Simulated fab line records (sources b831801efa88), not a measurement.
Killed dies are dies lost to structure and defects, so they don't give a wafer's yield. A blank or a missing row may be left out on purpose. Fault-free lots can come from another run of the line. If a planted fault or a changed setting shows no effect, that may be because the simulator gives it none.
Matching of chambers :: flow gf180mcu :: cmp-02 running GF_V4_CMP_04: 4 sister chambers
The step polishes SiO2. 4 wafers are shown with their chamber, then 12 later ones without.

EACH WAFER AND ITS CHAMBER
wafer: L139.5
chamber: 0
motor-current-A (A): 14.2

wafer: L140.2
chamber: 3
motor-current-A (A): 12.3

wafer: L140.3
chamber: 2
motor-current-A (A): 11.2

wafer: L140.6
chamber: 1
motor-current-A (A): 10.5

WAFERS WHOSE CHAMBER IS MISSING
wafer: L141.3
motor-current-A (A): 10.2

wafer: L141.5
motor-current-A (A): 12.5

wafer: L141.6
motor-current-A (A): 14.0

wafer: L143.1
motor-current-A (A): 13.7

wafer: L143.5
motor-current-A (A): 14.2

wafer: L143.6
motor-current-A (A): 12.0

wafer: L150.1
motor-current-A (A): 10.3

wafer: L150.3
motor-current-A (A): 10.9

wafer: L150.5
motor-current-A (A): 10.0

wafer: L152.2
motor-current-A (A): 12.6

wafer: L152.5
motor-current-A (A): 11.6

wafer: L152.6
motor-current-A (A): 9.8

EACH ONE'S CHAMBER
wafer: L141.3
from the rows above: can't be placed: 1 or 2
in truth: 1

wafer: L141.5
from the rows above: 3
in truth: 3

wafer: L141.6
from the rows above: 0
in truth: 0

wafer: L143.1
from the rows above: 0
in truth: 0

wafer: L143.5
from the rows above: 0
in truth: 0

wafer: L143.6
from the rows above: can't be placed: 3 or 2
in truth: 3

wafer: L150.1
from the rows above: can't be placed: 1 or 2
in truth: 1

wafer: L150.3
from the rows above: can't be placed: 2 or 1
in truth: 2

wafer: L150.5
from the rows above: can't be placed: 1 or 2
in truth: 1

wafer: L152.2
from the rows above: 3
in truth: 3

wafer: L152.5
from the rows above: can't be placed: 2 or 3 or 1
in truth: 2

wafer: L152.6
from the rows above: can't be placed: 1 or 2
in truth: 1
Correctly placed: 5 of 12. These rows do not allow placing 7 (true chamber among the candidates in 7). Placed wrongly: 0.
How it was worked out, from the rows above alone: a wafer's distance from a chamber is the root of the sum, over the readings, of the square of ((its reading less the chamber's mean) divided by the reading's scatter). If the next closest chamber is less than 2 further off than the closest, the wafer can't be placed; otherwise it belongs to the closest. For every chamber, the mean is computed from those of its wafers that are shown. The scatter: with one shown wafer a chamber, the root of the mean of the squares of how far each hidden wafer lies from its nearest shown one.
